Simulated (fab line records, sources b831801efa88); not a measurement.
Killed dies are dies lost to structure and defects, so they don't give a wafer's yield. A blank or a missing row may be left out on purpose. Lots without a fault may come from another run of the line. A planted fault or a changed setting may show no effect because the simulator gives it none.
fab line records | flow sky130
record lots=12 wafers=36 last_day=50
route steps=708 shown CAPM@551 VIA4@657 METAL5@666 PASSIVATION@684 PAD_OPEN@708
lots that met no fault: from a run of the same line without faults
start_h: hours from the record's first day to the start of the lot's first wafer shown | wait_h: hours since the lot's step before | " the same as in the row above | L1.1+2: a row that stands for several wafers | - no value, or no start given | * or withheld: withheld | < > ~ a bound
route shown NAME@n: a module of which the file shows steps, and the number in the route of the first | usual: mean/standard deviation of fault-free wafers | same: alike in all rows | chamber/n: place in a boat | sites: the reading at each site | _std_site: their standard deviation | _edge_site: outer sites' mean less inner sites' | radius_mm: how far each site lies from the wafer's centre | mask NAME#n: copy n | behind: the tool/chamber that last shaped the wafer | hold: why the lot was held/for how many hours/how that ended | device: the transistor (n, p or np) that didn't switch | end of line: the same wafers' tests at the end of the route | a step without rows: its recipe alone | killed: dies lost to structure and defects at the first sort, not the wafer's yield | map: a wafer's dies, x killed, . not, _ none there
set.NAME: the setting as run; set.NAME@STEP: as run at that earlier step | model.NAME: the simulator's own value behind a step, which no gauge read
steps of the route over a sample of lots; a table a step, a row a wafer
services: from which hour (start_h, from the record's first day; less than 0 if before it) a tool's chamber was out of use, for how many hours, and why
## steps
# step SKY_CAPM_STRIP_14
# recipe chemistry=O2/N2 power_w=1400 pressure_mtorr=1500 platen_temp_c=withheld o2_flow_sccm=3000 n2_flow_sccm=300 overash_fraction=0.5
# usual chamber_pressure_mTorr=1499.9/1.4 drypump_motor_current_A=5.8/0.51 n2_flow_sccm=300.1/0.82 oes_product_au=0.710/0.0045 strip_time_to_endpoint_s=12.66/0.044
# columns lot.wafer tool chamber start_h wait_h chamber_pressure_mTorr drypump_motor_current_A n2_flow_sccm oes_product_au rf_hours_counter_h strip_time_to_endpoint_s
L899.1 plasma_asher-02 1 864.03 0.1 1500.1 5.7 299.5 0.707 11 12.55
L899.4 " 1 " " 1500.9 5.7 300.2 0.712 - 12.58
L899.5 " 0 " " 1499.6 5.3 299.9 0.714 - 12.55
L901.1 plasma_asher-02 0 896.35 0.1 1497.7 5.3 298.9 0.722 15 12.68
L901.2 " 1 " " 1499.2 5.7 299.0 0.712 15 12.73
L901.6 " 0 " " 1502.8 5.3 300.5 0.714 - 12.69
L907.1 plasma_asher-02 0 937.35 0.1 1499.0 5.3 301.6 0.706 19 12.63
L907.3 " 1 " " 1498.8 5.7 299.4 0.708 - 12.60
L907.5 " 0 " " 1500.5 5.3 300.0 0.713 - 12.60
L908.2 plasma_asher-01 0 939.47 0.1 1501.5 6.5 299.2 0.709 114 12.63
L908.3 " 0 " " 1498.0 6.5 300.2 0.709 - 12.64
L908.5 " 1 " " 1502.0 6.5 300.4 0.711 - 12.61
L909.2 plasma_asher-01 1 953.35 0.1 1499.2 6.6 300.9 0.711 115 12.61
L909.4 " 1 " " 1499.2 6.6 300.2 0.697 - 12.68
L909.5 " 0 " " 1499.8 6.5 299.8 0.712 - 12.66
L911.1 plasma_asher-02 1 957.48 0.1 1497.6 5.7 298.6 0.716 22 12.66
L911.2 " 0 " " 1501.2 5.3 300.9 0.707 22 12.66
L911.5 " 1 " " 1499.7 5.7 300.2 0.710 - 12.63
L910.1 plasma_asher-01 1 958.97 0.1 1501.8 6.6 298.5 0.711 116 12.64
L910.4 " 1 " " 1500.1 6.6 301.0 0.710 - 12.60
L910.5 " 1 " " 1498.9 6.6 299.8 0.706 - 12.64
L912.2 plasma_asher-02 1 970.93 0.1 1500.6 5.7 300.2 0.708 23 12.70
L912.3 " 1 " " 1500.3 5.7 299.1 0.714 - 12.69
L912.6 " 0 " " 1502.1 5.3 299.2 0.704 - 12.69
L914.2 plasma_asher-02 1 987.58 0.1 1502.4 5.7 299.7 0.713 25 12.70
L914.3 " 1 " " 1497.9 5.7 300.3 0.702 - 12.67
L914.4 " 0 " " 1498.7 5.3 300.3 0.710 - 12.65
L915.4 plasma_asher-02 1 996.53 0.1 1499.6 5.7 300.2 0.704 - 12.63
L915.5 " 1 " " 1498.2 5.7 300.4 0.708 - 12.60
L915.6 " 0 " " 1501.4 5.3 301.2 0.709 - 12.65
L916.1 plasma_asher-02 0 1001.17 0.1 1501.1 5.4 301.3 0.706 27 12.71
L916.5 " 1 " " 1500.1 5.7 299.3 0.712 - 12.69
L916.6 " 0 " " 1499.7 5.3 301.6 0.702 - 12.72
L920.2 plasma_asher-04 0 1030.82 0.1 1498.7 5.5 300.5 0.713 85 12.68
L920.5 " 0 " " 1502.8 5.5 299.5 0.708 - 12.68
L920.6 " 1 " " 1500.1 5.2 300.2 0.714 - 12.68
# step SKY_VIA4_CVD_18
# recipe material=W target_thk_nm=505 time_s=152.14 temp_c=400 pressure_torr=40
# usual heater_power_w=840/97
# columns lot.wafer tool chamber start_h wait_h heater_power_w
L899.1 cvd_w-02 1 992.57 0.0 706
L899.4 " 1 " " 707
L899.5 " 0 " " 882
L901.1 cvd_w-02 0 1024.82 0.0 858
L901.2 " 1 " " 695
L901.6 " 0 " " 849
L907.1 cvd_w-01 0 1060.12 0.0 918
L907.3 " 1 " " 911
L907.5 " 0 " " 939
L908.2 cvd_w-01 1 1061.95 0.0 935
L908.3 " 1 " " 949
L908.5 " 0 " " 964
L909.2 cvd_w-01 1 1073.12 0.0 928
L909.4 " 1 " " 907
L909.5 " 1 " " 912
L911.1 cvd_w-02 0 1078.64 0.0 880
L911.2 " 1 " " 709
L911.5 " 1 " " 690
L910.1 cvd_w-02 1 1079.78 0.0 716
L910.4 " 0 " " 887
L910.5 " 0 " " 853
L912.2 cvd_w-02 0 1087.64 0.0 846
L912.3 " 0 " " 844
L912.6 " 1 " " 704
L914.2 cvd_w-02 0 1104.00 0.0 879
L914.3 " 1 " " 716
L914.4 " 0 " " 891
L915.4 cvd_w-02 0 1110.57 0.1 878
L915.5 " 1 " " 712
L915.6 " 0 " " 881
L916.1 cvd_w-01 0 1115.04 0.0 966
L916.5 " 1 " " 937
L916.6 " 0 " " 939
L920.2 cvd_w-02 1 1142.19 0.0 707
L920.5 " 0 " " 886
L920.6 " 1 " " 703
# step SKY_METAL5_RS_MEAS_05
# recipe thk_meas_gauge=four-point-probe reads=TiN_of_METAL5_SPUTTER_04+Ti_of_METAL5_SPUTTER_03+AlCu_of_METAL5_SPUTTER_02+TiN_of_METAL5_SPUTTER_01+Ti_of_METAL5_SPUTTER_00
# usual METAL5_ALCU_RS=0.02696/0.00022
# columns lot.wafer tool chamber start_h wait_h METAL5_ALCU_RS[ohm/sq]
L899.1 film_metro-02 - 993.37 0.0 0.02662
L899.4 " - " " 0.02662
L899.5 " - " " 0.02644
L901.1 film_metro-03 - 1025.61 0.0 0.02694
L901.2 " - " " 0.02701
L901.6 " - " " 0.02697
L907.1 film_metro-04 - 1060.92 0.0 0.02713
L907.3 " - " " 0.02716
L907.5 " - " " 0.02695
L908.2 film_metro-02 - 1062.76 0.0 0.02707
L908.3 " - " " 0.02711
L908.5 " - " " 0.02695
L909.2 film_metro-04 - 1074.75 0.0 0.02698
L909.4 " - " " 0.02697
L909.5 " - " " 0.027
L911.1 film_metro-04 - 1081.33 0.0 0.02715
L911.2 " - " " 0.0272
L911.5 " - " " 0.02713
L910.1 film_metro-02 - 1081.93 0.0 0.02758
L910.4 " - " " 0.0274
L910.5 " - " " 0.02738
L912.2 film_metro-03 - 1088.64 0.0 0.0268
L912.3 " - " " 0.02712
L912.6 " - " " 0.027
L914.2 film_metro-03 - 1104.84 0.0 0.02696
L914.3 " - " " 0.02679
L914.4 " - " " 0.02667
L915.4 film_metro-03 - 1111.38 0.1 0.02676
L915.5 " - " " 0.02679
L915.6 " - " " 0.02672
L916.1 film_metro-03 - 1115.86 0.0 0.02693
L916.5 " - " " 0.02681
L916.6 " - " " 0.02694
L920.2 film_metro-03 - 1143.00 0.0 0.02646
L920.5 " - " " 0.02649
L920.6 " - " " 0.02657
# step SKY_PASSIVATION_THK_MEAS_03
# recipe reads=Si3N4_of_PASSIVATION_CVD_02
# usual PASSIVATION_CVD_02_THK=541/6.7
# columns lot.wafer tool chamber start_h wait_h PASSIVATION_CVD_02_THK[nm]
L899.1 film_metro-01 - 1017.41 - 534
L899.4 " - " " 545
L899.5 " - " " 543
L901.1 film_metro-04 - 1049.29 - 536
L901.2 " - " " 542
L901.6 " - " " 547
L907.1 film_metro-01 - 1081.92 - 532
L907.3 " - " " 528
L907.5 " - " " 535
L908.2 film_metro-01 - 1083.92 - 541
L908.3 " - " " 537
L908.5 " - " " 553
L909.2 film_metro-04 - 1096.20 - 533
L909.4 " - " " 544
L909.5 " - " " 543
L911.1 film_metro-02 - 1102.19 - 541
L911.2 " - " " 543
L911.5 " - " " 543
L910.1 film_metro-01 - 1102.93 - 530
L910.4 " - " " 541
L910.5 " - " " 543
L912.2 film_metro-01 - 1109.98 - 543
L912.3 " - " " 546
L912.6 " - " " 552
L914.2 film_metro-04 - 1126.09 - 531
L914.3 " - " " 528
L914.4 " - " " 534
L915.4 film_metro-02 - 1131.77 - 532
L915.5 " - " " 536
L915.6 " - " " 545
L916.1 film_metro-04 - 1136.44 - 542
L916.5 " - " " 544
L916.6 " - " " 543
L920.2 film_metro-04 - 1161.55 - 534
L920.5 " - " " 543
L920.6 " - " " 545
# step SKY_PAD_OPEN_PROBE_99
# usual defect_limited_yield=82.4/1.8 killed_at_M0_to_M3=45/6.8 killed_at_M4_up=3.2/1.6 killed_at_contacts=24/5.1 killed_at_front_end=14/4.4 killed_at_other=0.4/0.65 killed_dies=87/8.8 killed_open=47/7.2 killed_short=39/6.1 sort_bin_3_pad_short=0.9/0.38 sort_bin_5_function=10.4/1.5 sort_bin_6_memory=6.4/1.1 sort_n_pass=405/8.8 sort_yield_pct=82.4/1.8
# same gross_dies=492 killed_at_back_side=0 sort_bin_4_leakage[%]=0 sort_bin_8_speed[%]=0
# columns lot.wafer tool chamber start_h wait_h defect_limited_yield[%] killed_at_M0_to_M3 killed_at_M4_up killed_at_contacts killed_at_front_end killed_at_other killed_dies killed_open killed_short sort_bin_3_pad_short[%] sort_bin_5_function[%] sort_bin_6_memory[%] sort_n_pass sort_yield_pct[%]
L914.2 prober-01 - 1164.68 0.1 76.8 40 2 21 6 45 114 39 31 2.8 15.2 5.1 378 76.8
L914.3 prober-01 - 1164.73 0.2 73.2 43 2 28 9 50 132 39 44 2.8 16.3 7.7 360 73.2
L914.4 prober-01 - 1164.78 0.2 73.8 40 2 18 12 57 129 42 30 2.2 18.5 5.5 363 73.8
L915.4 prober-02 - 1170.14 0.2 74.8 36 1 27 12 48 124 48 28 1.8 16.9 6.5 368 74.8
L915.5 prober-02 - 1170.19 0.2 74.0 48 6 22 8 44 128 45 39 3.7 15.0 7.3 364 74.0
L915.6 prober-02 - 1170.24 0.2 75.0 32 3 19 17 52 123 36 36 1.8 16.3 6.9 369 75.0
L916.1 prober-01 - 1174.47 0.1 73.0 37 5 25 15 51 133 39 43 3.3 16.7 7.1 359 73.0
L916.5 prober-01 - 1174.67 0.2 74.8 42 5 18 8 51 124 34 38 2.2 15.9 7.1 368 74.8
L916.6 prober-01 - 1174.72 0.2 72.6 38 3 25 18 51 135 50 34 2.8 18.3 6.3 357 72.6
# killed by level:class
L914.2 CAPM:unspecified=44 VIA1:geometric_particle:open=7 LI_CONTACT:geometric_particle:open=7 VIA2:geometric_particle:open=7 METAL1:geometric_particle:short=6 CONTACT:geometric_particle:short=5 VIA3:geometric_particle:short=5 FIELD_ISO:geometric_particle:open=4
L914.3 CAPM:unspecified=49 LI_CONTACT:geometric_particle:open=9 VIA1:geometric_particle:open=8 METAL1:geometric_particle:short=8 CONTACT:geometric_particle:open=7 CONTACT:geometric_particle:short=7 VIA2:geometric_particle:open=5 VIA3:geometric_particle:short=5
L914.4 CAPM:unspecified=57 VIA1:geometric_particle:open=16 CONTACT:geometric_particle:open=9 POLY_GATE:geometric_particle:open=5 VIA3:geometric_particle:open=5 METAL2:geometric_particle:short=5 VIA3:geometric_particle:short=5 LI_CONTACT:geometric_particle:open=4
L915.4 CAPM:unspecified=47 CONTACT:geometric_particle:open=9 VIA3:geometric_particle:open=9 VIA1:geometric_particle:open=9 VIA2:geometric_particle:open=7 LI_CONTACT:geometric_particle:short=5 LI_CONTACT:geometric_particle:open=4 LOCAL_INTERCONNECT:geometric_particle:short=4
L915.5 CAPM:unspecified=43 VIA3:geometric_particle:open=9 VIA1:geometric_particle:open=9 LOCAL_INTERCONNECT:geometric_particle:short=8 METAL1:geometric_particle:short=8 CONTACT:geometric_particle:open=7 VIA2:geometric_particle:open=5 POLY_GATE:geometric_particle:short=4
L915.6 CAPM:unspecified=50 VIA1:geometric_particle:open=10 FIELD_ISO:geometric_particle:short=5 LI_CONTACT:geometric_particle:open=5 LOCAL_INTERCONNECT:geometric_particle:short=5 CONTACT:geometric_particle:open=5 VIA1:geometric_particle:short=5 VIA2:geometric_particle:open=4
L916.1 CAPM:unspecified=51 VIA2:geometric_particle:open=8 CONTACT:geometric_particle:open=7 CONTACT:geometric_particle:short=7 LI_CONTACT:geometric_particle:open=6 METAL1:geometric_particle:short=6 VIA3:geometric_particle:short=6 METAL2:geometric_particle:short=5
L916.5 CAPM:unspecified=51 VIA1:geometric_particle:open=8 LI_CONTACT:geometric_particle:open=6 VIA2:geometric_particle:open=6 METAL1:geometric_particle:short=6 VIA1:geometric_particle:short=6 CONTACT:geometric_particle:open=5 METAL4:geometric_particle:short=5
L916.6 CAPM:unspecified=50 VIA1:geometric_particle:open=11 LI_CONTACT:geometric_particle:open=10 FIELD_ISO:geometric_particle:open=5 VIA1:geometric_particle:short=5 CONTACT:geometric_particle:short=5 FIELD_ISO:geometric_particle:short=4 CONTACT:geometric_particle:open=4
## services
# columns tool chamber start_h hours kind
plasma_asher-04 - 842.84 0.3 repair
plasma_asher-01 - 858.36 3.5 repair
cvd_w-02 - 904.00 14.0 pm
cvd_w-02 0 904.00 14.0 vent_cycle
cvd_w-02 1 904.00 14.0 vent_cycle
cvd_w-02 0 918.00 - clean
cvd_w-02 1 918.00 - clean
plasma_asher-04 - 931.55 2.6 repair
plasma_asher-04 - 932.71 2.7 repair
plasma_asher-04 - 938.11 63.4 repair
plasma_asher-02 - 960.83 9.2 repair
plasma_asher-01 - 979.70 15.6 pm
cvd_w-02 - 1031.40 0.8 repair
cvd_w-02 - 1043.35 2.6 repair
plasma_asher-01 - 1047.71 13.1 repair
plasma_asher-01 - 1060.80 9.0 pm
plasma_asher-01 0 1060.80 9.0 vent_cycle
plasma_asher-01 1 1060.80 9.0 vent_cycle
plasma_asher-02 - 1065.97 2.8 repair
plasma_asher-01 0 1069.80 - clean
cvd_w-01 - 1095.67 0.5 repair
plasma_asher-04 - 1104.64 3.3 repair
plasma_asher-02 - 1110.92 3.7 repair
cvd_w-02 0 1117.44 16.0 repair
## key
first_sign step=SKY_PAD_OPEN_PROBE_99 reading=killed_at_other direction=up sigmas=49 usual=0.4 struck=49.9
effect step=SKY_PAD_OPEN_PROBE_99 reading=sort_bin_3_pad_short direction=up sigmas=4.7 usual=0.9 struck=2.6
met_at SKY_CAPM_STRIP_14
struck_lots L914,L915,L916
not_acting_at SKY_VIA4_CVD_18,SKY_METAL5_RS_MEAS_05,SKY_PASSIVATION_THK_MEAS_03
onset_between 970.93 987.58
fault kind=chamber_particle_source tool=plasma_asher-02 chamber=- onset_h=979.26 steps=SKY_CAPM_STRIP_14 rate_per_visit_cm2=0.62909 end_h=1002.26
